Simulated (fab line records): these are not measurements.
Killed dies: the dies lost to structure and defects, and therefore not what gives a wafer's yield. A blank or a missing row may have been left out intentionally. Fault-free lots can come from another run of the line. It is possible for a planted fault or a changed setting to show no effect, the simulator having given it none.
fab line records + flow gf180mcu
record
- lots=7
- wafers=19
- last_day=33
route steps=602 shown MIM@520 M5@526
lots untouched by any fault: they come from a run of this same line in which no faults occurred
start_h: hours from the record's first day to the start of the lot's first wafer shown + wait_h: hours from the lot's prior step to this one + " as in the row above + L1.1+2: one row covering several wafers at once + - either no value or no given start + * or withheld: withheld + < > ~ a bound
route shown NAME@n: a module of which the file shows steps, and the number in the route of the first + usual: mean/standard deviation of fault-free wafers + same: alike in all rows + chamber/n: place in a boat + sites: readings site by site + _std_site: the standard deviation of these + _edge_site: mean of outer sites minus mean of inner sites + radius_mm: how far each site lies from the wafer's centre + mask NAME#n: copy n + behind: the tool/chamber that last shaped the wafer + hold: why the lot went on hold/how many hours it stayed there/how the hold came to an end + device: whichever transistor did not switch (one of n, p or np) + end of line: the tests these same wafers got at the end of their route + a step given without rows: its recipe and nothing more + killed: dies lost to structure and defects at the first sort, not the wafer's yield + map: shows each die of a wafer: x if killed, . if not, _ if none is there
set.NAME: the run value of the setting; set.NAME@STEP: its run value at that earlier step + model.NAME: the simulator's own value behind a step, which no gauge read
lots at some steps of the route; a table a step, a row a wafer
services: the hour from which a tool's chamber was out of use, counted from the record's first day as start_h (under 0 if before that day), plus the number of hours and why
## steps
# step GF_MIM_PEB_17
# recipe
- temp_c=withheld
- time_s=*
- resist=NOVOLAK
# step GF_MIM_DEVELOP_18
# recipe
- develop_time_s=60
- dev_temp_c=23
# step GF_MIM_METAL_ETCH_19
# recipe
- chemistry=Cl2/BCl3
- mask_material=NOVOLAK
- stop_on=Si3N4
- target_depth_nm=324.5
- pressure_mtorr=8
- icp_w=800
- bias_w=140
- Cl2_flow_sccm=80
- bcl3_flow_sccm=40
- time_s=54.1
# usual
- drypump_motor_current_A=6.07/0.28
- mfc_cl2_sccm=80.00/0.23
- oes_product_au=0.942/0.0055
- throttle_valve_pct=28.283/0.01
| lot.wafer | tool         | chamber | start_h | wait_h | drypump_motor_current_A | mfc_cl2_sccm | oes_product_au | rf_hours_counter_h | throttle_valve_pct |
|-----------|--------------|---------|---------|--------|-------------------------|--------------|----------------|--------------------|--------------------|
| L196.1    | rie_metal-02 | 0       | 584.63  | 0.1    | 6.33                    | 80.29        | 0.945          | 10                 | 28.272             |
| L196.3    | "            | 0       | "       | "      | 6.34                    | 80.21        | 0.946          | -                  | 28.281             |
| L196.5    | "            | 1       | "       | "      | 5.80                    | 80.07        | 0.946          | -                  | 28.294             |
| L200.1    | rie_metal-03 | 0       | 619.63  | 0.1    | 5.72                    | 80.43        | 0.931          | 10                 | 28.295             |
| L200.2    | "            | 1       | "       | "      | 5.68                    | 80.29        | 0.940          | 7                  | 28.286             |
| L200.5    | "            | 0       | "       | "      | 5.72                    | 80.24        | 0.943          | -                  | 28.286             |
| L201.5    | rie_metal-04 | 1       | 629.61  | 0.1    | 6.41                    | 80.12        | 0.941          | -                  | 28.286             |
| L202.1    | rie_metal-03 | 0       | 630.13  | 0.1    | 5.72                    | 79.67        | 0.939          | 10                 | 28.275             |
| L202.2    | "            | 1       | "       | "      | 5.72                    | 80.01        | 0.941          | 7                  | 28.282             |
| L202.5    | "            | 1       | "       | "      | 5.71                    | 79.87        | 0.951          | -                  | 28.268             |
| L209.1    | rie_metal-04 | 0       | 683.13  | 0.1    | 6.18                    | 79.71        | 0.940          | 6                  | 28.290             |
| L209.2    | "            | 1       | "       | "      | 6.40                    | 79.64        | 0.942          | 9                  | 28.293             |
| L209.5    | "            | 1       | "       | "      | 6.41                    | 80.02        | 0.947          | -                  | 28.280             |
| L210.2    | rie_metal-04 | 1       | 692.68  | 0.1    | 6.40                    | 80.07        | 0.946          | 10                 | 28.288             |
| L210.5    | "            | 1       | "       | "      | 6.40                    | 80.09        | 0.939          | -                  | 28.290             |
| L210.6    | "            | 0       | "       | "      | 6.18                    | 80.11        | 0.940          | -                  | 28.283             |
| L215.2    | rie_metal-02 | 0       | 724.33  | 0.1    | 6.32                    | 80.10        | 0.940          | 2                  | 28.274             |
| L215.5    | "            | 1       | "       | "      | 5.78                    | 79.49        | 0.933          | -                  | 28.295             |
| L215.6    | "            | 0       | "       | "      | 6.33                    | 79.95        | 0.945          | -                  | 28.289             |
# step GF_MIM_STRIP_20
# recipe
- chemistry=O2/N2
- power_w=1400
- pressure_mtorr=1500
- platen_temp_c=250
- o2_flow_sccm=3000
- n2_flow_sccm=300
- overash_fraction=0.5
# usual
- drypump_motor_current_A=5.7/0.5
- heater_power_w=339/30
- oes_product_au=0.692/0.0052
- platen_temp_c=250.00/0.18
- strip_time_to_endpoint_s=11.22/0.052
| lot.wafer | tool            | chamber | start_h | wait_h | drypump_motor_current_A | heater_power_w | oes_product_au | platen_temp_c | rf_hours_counter_h | strip_time_to_endpoint_s |
|-----------|-----------------|---------|---------|--------|-------------------------|----------------|----------------|---------------|--------------------|--------------------------|
| L196.1    | plasma_asher-01 | 0       | 584.70  | 0.0    | 5.8                     | 305            | 0.681          | 250.26        | 48                 | 11.25                    |
| L196.3    | "               | 0       | "       | "      | 5.8                     | 302            | 0.697          | 249.84        | -                  | 11.27                    |
| L196.5    | "               | 0       | "       | "      | 5.8                     | 306            | 0.685          | 249.78        | -                  | 11.16                    |
| L200.1    | plasma_asher-01 | 0       | 619.70  | 0.0    | 5.8                     | 302            | 0.692          | 249.99        | 50                 | 11.27                    |
| L200.2    | "               | 1       | "       | "      | 6.0                     | 349            | 0.699          | 250.09        | 50                 | 11.34                    |
| L200.5    | "               | 1       | "       | "      | 6.0                     | 345            | 0.689          | 250.07        | -                  | 11.29                    |
| L201.5    | plasma_asher-03 | 1       | 629.70  | 0.1    | 5.4                     | 353            | 0.694          | 249.96        | -                  | 11.25                    |
| L202.1    | plasma_asher-03 | 0       | 630.20  | 0.0    | 6.6                     | 308            | 0.694          | 249.74        | 103                | 11.22                    |
| L202.2    | "               | 1       | "       | "      | 5.4                     | 362            | 0.683          | 249.79        | 103                | 11.22                    |
| L202.5    | "               | 0       | "       | "      | 6.6                     | 304            | 0.686          | 249.68        | -                  | 11.22                    |
| L209.1    | plasma_asher-01 | 1       | 683.20  | 0.0    | 6.0                     | 348            | 0.682          | 249.96        | 57                 | 11.20                    |
| L209.2    | "               | 0       | "       | "      | 5.8                     | 308            | 0.686          | 250.08        | 57                 | 11.22                    |
| L209.5    | "               | 1       | "       | "      | 6.0                     | 350            | 0.691          | 250.15        | -                  | 11.26                    |
| L210.2    | plasma_asher-04 | 1       | 692.75  | 0.0    | 5.4                     | 380            | 0.699          | 250.12        | 29                 | 11.26                    |
| L210.5    | "               | 1       | "       | "      | 5.4                     | 386            | 0.695          | 250.10        | -                  | 11.27                    |
| L210.6    | "               | 0       | "       | "      | 5.3                     | 324            | 0.692          | 249.96        | -                  | 11.19                    |
| L215.2    | plasma_asher-03 | 1       | 724.40  | 0.0    | 5.4                     | 359            | 0.691          | 250.14        | 113                | 11.25                    |
| L215.5    | "               | 0       | "       | "      | 6.6                     | 303            | 0.685          | 249.91        | -                  | 11.17                    |
| L215.6    | "               | 1       | "       | "      | 5.4                     | 361            | 0.689          | 249.73        | -                  | 11.25                    |
# step GF_MIM_STRIP_21
# recipe
- chemistry=post_etch_residue_remover
- time_s=1200
- temp_c=72.5
# step GF_MIM_CLEAN_22
# recipe
- chemistry=DIW
- dry=n2_spin
# step GF_M5_DEHYDRATE_00
# recipe
- temp_c=200
- time_s=60
# step GF_M5_HMDS_01
# recipe
- prime_time_s=60
- prime_temp_c=120
# step GF_M5_COAT_02
# recipe
- resist=KrF
- spin_rpm=withheld
- resist_thk_nm=1000
# step GF_M5_SOFTBAKE_03
# recipe
- temp_c=130
- time_s=60
- resist=KrF
# step GF_M5_EXPOSE_04
# recipe
- mask_id=Metal5
- target_cd_nm=280
- na=0.68
- source_shape=conventional
- sigma_outer=0.6
- dose_mj=28
# step GF_M5_PEB_05
# recipe
- peb_temp_c=135
- peb_time_s=90
- resist=KrF
# step GF_M5_DEVELOP_06
# recipe
- develop_time_s=60
- dev_temp_c=21
# usual
- chill_plate_temp_C=22.99/0.096
- develop_time_s=60/0
| lot.wafer | tool           | chamber | start_h | wait_h | chill_plate_temp_C | develop_time_s | model.KrF_of_M5_COAT_02.thk_nm |
|-----------|----------------|---------|---------|--------|--------------------|----------------|--------------------------------|
| L196.1    | litho_track-02 | 0       | 606.03  | 0.2    | 23.02              | 60             | 985.8                          |
| L196.3    | "              | 0       | "       | "      | 23.10              | 60             | 987.9                          |
| L196.5    | "              | 0       | "       | "      | 22.93              | 60             | 985.8                          |
| L200.1    | litho_track-03 | -       | 639.93  | 0.2    | -                  | -              | 998.8                          |
| L200.2    | "              | -       | "       | "      | -                  | -              | 999.7                          |
| L200.5    | "              | -       | "       | "      | -                  | -              | 999.7                          |
| L201.5    | litho_track-02 | -       | 650.28  | 0.1    | -                  | -              | 1000                           |
| L202.1    | litho_track-04 | -       | 650.62  | 0.2    | -                  | -              | 1005                           |
| L202.2    | "              | -       | "       | "      | -                  | -              | 1004                           |
| L202.5    | "              | -       | "       | "      | -                  | -              | 1004                           |
| L209.1    | litho_track-03 | 0       | 702.28  | 0.2    | 23.11              | 60             | 986.8                          |
| L209.2    | "              | 0       | "       | "      | 23.00              | 60             | 985.7                          |
| L209.5    | "              | 0       | "       | "      | 23.07              | 60             | 984.3                          |
| L210.2    | litho_track-04 | 0       | 711.44  | 0.2    | 22.84              | 60             | 986.5                          |
| L210.5    | "              | 0       | "       | "      | 23.07              | 60             | 982.8                          |
| L210.6    | "              | 0       | "       | "      | 22.96              | 60             | 984.9                          |
| L215.2    | litho_track-03 | 0       | 741.45  | 0.2    | 22.96              | 60             | 986.8                          |
| L215.5    | "              | 0       | "       | "      | 23.02              | 60             | 988.2                          |
| L215.6    | "              | 0       | "       | "      | 22.96              | 60             | 989.1                          |
# step GF_M5_CD_MEAS_07
# recipe
- target_cd_nm=280
# usual
- cd_nm=280.0/1.2
| lot.wafer | tool      | chamber | start_h | wait_h | cd_nm |
|-----------|-----------|---------|---------|--------|-------|
| L196.1    | cd_sem-02 | -       | 606.18  | 0.1    | 277.9 |
| L196.3    | "         | -       | "       | "      | 278.4 |
| L196.5    | "         | -       | "       | "      | 279.3 |
| L200.1    | cd_sem-02 | -       | 640.08  | 0.1    | -     |
| L200.2    | "         | -       | "       | "      | -     |
| L200.5    | "         | -       | "       | "      | -     |
| L201.5    | cd_sem-01 | -       | 650.41  | 0.1    | -     |
| L202.1    | cd_sem-01 | -       | 650.77  | 0.1    | -     |
| L202.2    | "         | -       | "       | "      | -     |
| L202.5    | "         | -       | "       | "      | -     |
| L209.1    | cd_sem-01 | -       | 702.43  | 0.1    | 279.8 |
| L209.2    | "         | -       | "       | "      | 280.0 |
| L209.5    | "         | -       | "       | "      | 280.4 |
| L210.2    | cd_sem-01 | -       | 711.59  | 0.1    | 280.2 |
| L210.5    | "         | -       | "       | "      | 280.4 |
| L210.6    | "         | -       | "       | "      | 280.6 |
| L215.2    | cd_sem-02 | -       | 741.60  | 0.1    | 281.0 |
| L215.5    | "         | -       | "       | "      | 279.9 |
| L215.6    | "         | -       | "       | "      | 278.7 |
## services
| tool            | chamber | start_h | hours | kind           |
|-----------------|---------|---------|-------|----------------|
| rie_metal-04    | 0       | 579.78  | 4.8   | repair         |
| rie_metal-02    | 1       | 588.20  | -     | clean          |
| rie_metal-02    | 1       | 588.20  | 12.3  | scheduled_down |
| rie_metal-02    | 1       | 588.20  | 12.3  | vent_cycle     |
| rie_metal-03    | 1       | 594.33  | 10.1  | repair         |
| plasma_asher-01 | -       | 603.34  | 15.6  | pm             |
| plasma_asher-03 | -       | 610.44  | 0.4   | repair         |
| rie_metal-02    | 0       | 624.92  | -     | clean          |
| rie_metal-02    | 0       | 624.92  | 26.9  | scheduled_down |
| rie_metal-02    | 0       | 624.92  | 26.9  | vent_cycle     |
| rie_metal-04    | -       | 672.17  | 2.8   | pm             |
| plasma_asher-04 | -       | 700.79  | 3.7   | repair         |
| plasma_asher-03 | -       | 702.67  | 2.8   | pm             |
| rie_metal-02    | -       | 702.88  | 4.0   | pm             |
| rie_metal-03    | 0       | 724.14  | -     | clean          |
| rie_metal-03    | 0       | 724.14  | 18.7  | scheduled_down |
| rie_metal-03    | 0       | 724.14  | 18.7  | vent_cycle     |
| plasma_asher-01 | -       | 729.13  | 28.1  | pm             |
| plasma_asher-03 | -       | 733.75  | 9.0   | pm             |
| plasma_asher-03 | 0       | 733.75  | 9.0   | vent_cycle     |
| plasma_asher-03 | 1       | 733.75  | 9.0   | vent_cycle     |
## key
first_sign
- step=GF_M5_DEVELOP_06
- reading=tool_record
- direction=missing
effect none on later readings
model_effect
- step=GF_M5_DEVELOP_06
- value=KrF_of_M5_COAT_02.thk_nm
- without=986.7
- struck=1002
met_at GF_M5_DEVELOP_06
struck_wafers L200.1,L200.2,L200.5,L201.5,L202.1,L202.2,L202.5
later_rows_left_out L200.1,L200.2,L200.5,L201.5,L202.1,L202.2,L202.5
sort_left_out L200.1,L200.2,L200.5,L201.5,L202.1,L202.2,L202.5
tester_left_out L201,L202
onset_between 606.03 639.93
earlier_fault
- kind=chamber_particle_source
- tool=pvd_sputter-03
- chamber=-
- onset_h=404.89
- steps=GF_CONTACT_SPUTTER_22
- rate_per_visit_cm2=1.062
- end_h=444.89
- scope=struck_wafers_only
earlier_fault
- kind=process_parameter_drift
- tool=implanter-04
- chamber=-
- onset_h=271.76
- steps=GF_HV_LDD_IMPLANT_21
- channel=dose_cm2
- offset=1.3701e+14
- shape=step
- end_h=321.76
- acts_in=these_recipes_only
- stated=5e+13
fault
- kind=skipped_step_whole
- tool=litho_track-02,litho_track-03,litho_track-04
- chamber=-
- onset_h=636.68
- steps=GF_M5_DEVELOP_06
- scope=struck_lots_only
# tester_left_out: of these lots the tester's yield and bins aren't shown, on N5 and GAA mostly nor the transistor test; their killed dies are dies lost to structure and defects alone, not to doping, threshold or leakage, so they don't give the yield
# sort_left_out: the simulated sort isn't trusted on such a fault, so these wafers' sort isn't shown, and their yield isn't known
# later_rows_left_out: the simulator's readings of these wafers behind a module that went badly wrong aren't trusted and aren't shown, but for the sort
